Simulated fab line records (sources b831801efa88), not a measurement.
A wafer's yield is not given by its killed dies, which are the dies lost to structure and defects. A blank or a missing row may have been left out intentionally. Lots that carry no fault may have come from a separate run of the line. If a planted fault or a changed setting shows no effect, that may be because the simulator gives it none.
Which tool did it? | flow sky130 | 18 wafers from 6 lots sampled at 2 of the route's 708 steps

WHAT EACH GAUGE READ, for each wafer
SKY_LI_CONTACT_OVL_MEAS_13.
lot  | measured     | on         | LI_CONTACT_OVL (nm)
L168 | day 29 20:30 | overlay-01 | -2 1 5
L171 | day 30 18:29 | overlay-02 | 3 -3 -5
L175 | day 32 09:08 | overlay-01 | 69 69 72
L180 | day 33 15:27 | overlay-02 | -1 3 2
L186 | day 35 16:36 | overlay-01 | -1 -2 -2
L189 | day 35 23:11 | overlay-01 | 0 0 6

WHICH TOOL RAN EACH LOT (tool, then ch and the chambers of the sampled wafers, then the start)
lot  | SKY_LI_CONTACT_EXPOSE_09
L168 | krf_scanner-01 ch 0, day 29 06:31
L171 | krf_scanner-01 ch 0, day 30 04:50
L175 | krf_scanner-02 ch 0, day 31 19:54
L180 | krf_scanner-01 ch 0, day 33 02:31
L186 | krf_scanner-01 ch 0, day 35 03:20
L189 | krf_scanner-01 ch 0, day 35 10:25
- SKY_LI_CONTACT_EXPOSE_09: exposes mask LICM1, target cd 170 nm.

THE ANSWER, worked out from the rows above alone
Rule: what is usual is taken from the lots themselves. The widest of any qualifying gaps counts: lots, ordered by their means at a reading, are off when they make up no more than a third of the lots, leave a main group of 4 or more, and stand apart from it by 3 or more times the standard deviation of that group's means. Not used: any main group whose means are identical at the precision the tables above print for the reading. A lot without any number at a reading at which 4 lots or more have one is off too. Where the step has rows for the other lots, those lots are counted as sound.
Off: at SKY_LI_CONTACT_OVL_MEAS_13 (LI_CONTACT_OVL), L175. The main group has a mean of 0 nm with a standard deviation of 1.6.
If a tool, at a process step before that reading, ran all the lots that are off and no sound lot after the first of them, it fits. The gauges at SKY_LI_CONTACT_OVL_MEAS_13 are tried like those tools. One fits: krf_scanner-02 at SKY_LI_CONTACT_EXPOSE_09. It ran no sound lot before its first lot that is off in this sample, so the start can't be narrowed down.

WHAT HAD BEEN PUT IN BY THE SIMULATOR
Scanner matching overlay: krf_scanner-02, from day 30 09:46 on, at SKY_LI_CONTACT_EXPOSE_09. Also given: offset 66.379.
Shown lots that were struck: L175. The rule above found the same.
